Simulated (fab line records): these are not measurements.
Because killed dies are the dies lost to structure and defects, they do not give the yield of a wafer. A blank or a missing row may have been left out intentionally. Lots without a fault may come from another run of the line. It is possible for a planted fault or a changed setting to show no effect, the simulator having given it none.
Which of the tools did it?    flow sky130    33 wafers from 11 lots sampled at 6 of the route's 708 steps

== WHAT THE GAUGES SHOWED, per wafer ==
SKY_NWELL_THK_MEAS_02. Usual: NWELL_OXIDATION_THK 10.11 nm, standard deviation 0.21.
lot   measured     on             NWELL_OXIDATION_THK (nm)  flag
L805  day 2 13:52  film metro-03  9.61 9.53 9.83            
L806  day 2 14:47  film metro-02  10.15 10.27 10.43         
L812  day 4 05:14  film metro-02  9.98 10.11 10.16          
L816  day 4 23:35  film metro-03  9.92 9.87 9.89            
L817  day 5 03:43  film metro-01  10.33 10.29 10.35         
L818  day 5 09:41  film metro-03  10.14 10.08 10.06         
L819  day 5 19:28  film metro-03  10.41 10.33 10.34         
L820  day 5 19:29  film metro-02  9.82 9.76 9.93            
L822  day 6 05:46  film metro-02  10.19 10.07 10.23         
L823  day 6 08:08  film metro-01  9.76 9.69 9.84            
L828  day 7 13:48  film metro-03  10.23 10.17 10.17         

SKY_VT_ADJUST_HVTR_TW_MEAS_11. Usual: VT_ADJUST_HVTR_TW 209.8, standard deviation 1.9.
lot   measured      on             VT_ADJUST_HVTR_TW              flag
L805  day 9 12:26   film metro-02  206.5 206.7 206.9              
L806  day 9 12:46   film metro-02  207.4 206.7 207.0              
L812  day 11 20:57  film metro-01  212.1 211.2 211.2              
L816  day 13 00:04  film metro-01  30.0 30.1 30.0 29.9 30.1 29.9  OFF
L817  day 13 05:21  film metro-01  30.0 30.2 30.1 29.9 29.7 30.0  OFF
L818  day 13 15:18  film metro-02  207.9 208.4 207.6              
L819  day 14 07:02  film metro-02  206.1 206.1 207.0              
L820  day 14 06:23  film metro-03  210.9 210.7 210.6              
L822  day 14 19:17  film metro-01  212.1 212.1 211.6              
L823  day 14 22:16  film metro-01  211.1 212.7 213.4              
L828  day 16 17:49  film metro-03  210.0 209.6 210.8              

SKY_VT_ADJUST_PCH_TW_MEAS_10. Usual: VT_ADJUST_PCH_TW 142.2, standard deviation 1.6.
lot   measured      on             VT_ADJUST_PCH_TW   flag
L805  day 10 10:52  film metro-02  140.9 140.6 141.7  
L806  day 10 11:35  film metro-01  143.3 143.2 143.7  
L812  day 12 21:17  film metro-04  143.5 142.9 143.2  
L818  day 14 17:28  film metro-02  139.5 139.6 139.4  
L819  day 15 09:54  film metro-04  143.6 143.5 143.2  
L820  day 15 09:03  film metro-01  143.3 143.6 143.6  
L822  day 15 23:00  film metro-04  141.8 142.6 142.7  
L823  day 16 02:08  film metro-02  140.7 139.8 139.6  
L828  day 17 22:55  film metro-02  141.3 141.5 141.6  

SKY_SONOS_TUNNEL_TW_MEAS_12. Usual: SONOS_TUNNEL_TW 198.1, standard deviation 1.2.
lot   measured      on             SONOS_TUNNEL_TW    flag
L805  day 11 10:43  film metro-03  197.1 196.6 196.9  
L806  day 11 11:20  film metro-01  199.0 197.8 198.7  
L812  day 13 22:59  film metro-04  197.6 196.6 197.0  
L818  day 15 21:28  film metro-04  198.9 197.4 197.1  
L819  day 16 14:50  film metro-03  195.7 196.0 196.9  
L820  day 16 13:58  film metro-04  200.0 200.5 199.4  
L822  day 17 04:13  film metro-03  197.8 196.1 197.5  
L823  day 17 06:35  film metro-04  200.0 199.8 200.2  
L828  day 19 06:03  film metro-03  198.9 199.6 198.3  

== WHAT TOOL EACH LOT RAN ON (gives the tool, then ch and the chambers of the sampled wafers, and finally the start) ==
lot   SKY_VT_ADJUST_NCORE_STRIP_10          SKY_VT_ADJUST_HVTR_STRIP_10
L805  plasma asher-03 ch 0,1, day 8 14:42   plasma asher-01 ch 0,1, day 9 12:20
L806  plasma asher-01 ch 0,1, day 8 15:07   plasma asher-04 ch 0,1, day 9 12:41
L812  plasma asher-04 ch 0,1, day 10 21:04  plasma asher-01 ch 0,1, day 11 20:50
L816  plasma asher-01 ch 0,1, day 11 23:25  plasma asher-02 ch 0,1, day 12 23:59
L817  plasma asher-01 ch 0,1, day 12 03:33  plasma asher-01 ch 0,1, day 13 05:14
L818  plasma asher-01 ch 0,1, day 12 14:13  plasma asher-02 ch 0,1, day 13 15:12
L819  plasma asher-03 ch 0,1, day 13 04:42  plasma asher-02 ch 1, day 14 06:56
L820  plasma asher-01 ch 0,1, day 13 04:26  plasma asher-04 ch 0,1, day 14 06:17
L822  plasma asher-01 ch 0,1, day 13 17:40  plasma asher-01 ch 0,1, day 14 19:10
L823  plasma asher-01 ch 0,1, day 13 19:37  plasma asher-02 ch 0,1, day 14 22:11
L828  plasma asher-01 ch 0,1, day 15 12:49  plasma asher-04 ch 0,1, day 16 17:44
- SKY_VT_ADJUST_NCORE_STRIP_10: strips in O2/N2.
- SKY_VT_ADJUST_HVTR_STRIP_10: strips in O2/N2.

== AS READ BY THE TOOLS THEMSELVES (means over the sampled wafers that have a number; for cases with no such wafer, the mark the record gives instead) ==
SKY_VT_ADJUST_NCORE_STRIP_10. Usual: chamber pressure mTorr 1499.9 mTorr, standard deviation 1.3; drypump motor current A 5.9 A, standard deviation 0.5; oes product au 0.715 a.u., standard deviation 0.0044; strip time to endpoint s 14.16 s, standard deviation 0.054.
lot   tool             chamber pressure mTorr (mTorr)  drypump motor current A (A)  oes product au (a.u.)  strip time to endpoint s (s)  flag
L805  plasma asher-03  1499.7                          5.7                          0.717                  14.18                         
L806  plasma asher-01  1500.6                          5.9                          0.717                  14.13                         
L812  plasma asher-04  1499.8                          6.0                          0.723                  14.09                         
L816  plasma asher-01  -                               -                            -                      -                             OFF
L817  plasma asher-01  -                               -                            -                      -                             OFF
L818  plasma asher-01  1498.7                          5.9                          0.712                  14.11                         
L819  plasma asher-03  1500.2                          5.3                          0.714                  14.15                         
L820  plasma asher-01  1500.0                          5.9                          0.719                  14.18                         
L822  plasma asher-01  1499.5                          5.9                          0.715                  14.13                         
L823  plasma asher-01  1501.2                          6.2                          0.715                  14.27                         
L828  plasma asher-01  1498.7                          5.9                          0.717                  14.19                         

SKY_VT_ADJUST_HVTR_STRIP_10. Usual: chamber pressure mTorr 1499.9 mTorr, standard deviation 1.4; drypump motor current A 5.9 A, standard deviation 0.54; oes product au 0.716 a.u., standard deviation 0.0047; strip time to endpoint s 14.18 s, standard deviation 0.043.
lot   tool             chamber pressure mTorr (mTorr)  drypump motor current A (A)  oes product au (a.u.)  strip time to endpoint s (s)  flag
L805  plasma asher-01  1499.9                          6.1                          0.714                  14.19                         
L806  plasma asher-04  1499.3                          6.0                          0.713                  14.16                         
L812  plasma asher-01  1500.2                          5.9                          0.719                  14.14                         
L816  plasma asher-02  1501.0                          6.2                          0.718                  31.15                         OFF
L817  plasma asher-01  1500.4                          5.9                          0.717                  31.29                         OFF
L818  plasma asher-02  1500.3                          6.2                          0.712                  14.19                         
L819  plasma asher-02  1500.5                          6.6                          0.717                  14.19                         
L820  plasma asher-04  1499.3                          5.9                          0.718                  14.18                         
L822  plasma asher-01  1499.5                          6.1                          0.715                  14.21                         
L823  plasma asher-02  1500.2                          5.7                          0.716                  14.17                         
L828  plasma asher-04  1500.7                          5.6                          0.716                  14.13                         

== THE ANSWER, worked out from the rows above alone ==
Rule: a lot counts as off when the mean over its wafers that have a number is more than 3 standard deviations away from the usual mean. Also off: a lot with no number at a reading for which 4 or more lots have one. Where the step has rows for the other lots, those lots are counted as sound. The gauges are gone through in route order, then the tools' own readings, and for those a lot's mean is taken as printed above. At the first step where some lot is off, the reading lying furthest off is the one used; lots without a number count as furthest.
Off: at SKY_VT_ADJUST_HVTR_TW_MEAS_11 (VT_ADJUST_HVTR_TW), L816, L817.
A tool fits if, at a process step before that reading, it ran every lot that is off, and no sound lot after the first of them. The gauges at SKY_VT_ADJUST_HVTR_TW_MEAS_11 aren't tried: what is off there is off at SKY_VT_ADJUST_NCORE_STRIP_10 too, on other tools, and a gauge's error can't cause that. None of those tried fits.

== WHAT HAD BEEN PUT IN BY THE SIMULATOR ==
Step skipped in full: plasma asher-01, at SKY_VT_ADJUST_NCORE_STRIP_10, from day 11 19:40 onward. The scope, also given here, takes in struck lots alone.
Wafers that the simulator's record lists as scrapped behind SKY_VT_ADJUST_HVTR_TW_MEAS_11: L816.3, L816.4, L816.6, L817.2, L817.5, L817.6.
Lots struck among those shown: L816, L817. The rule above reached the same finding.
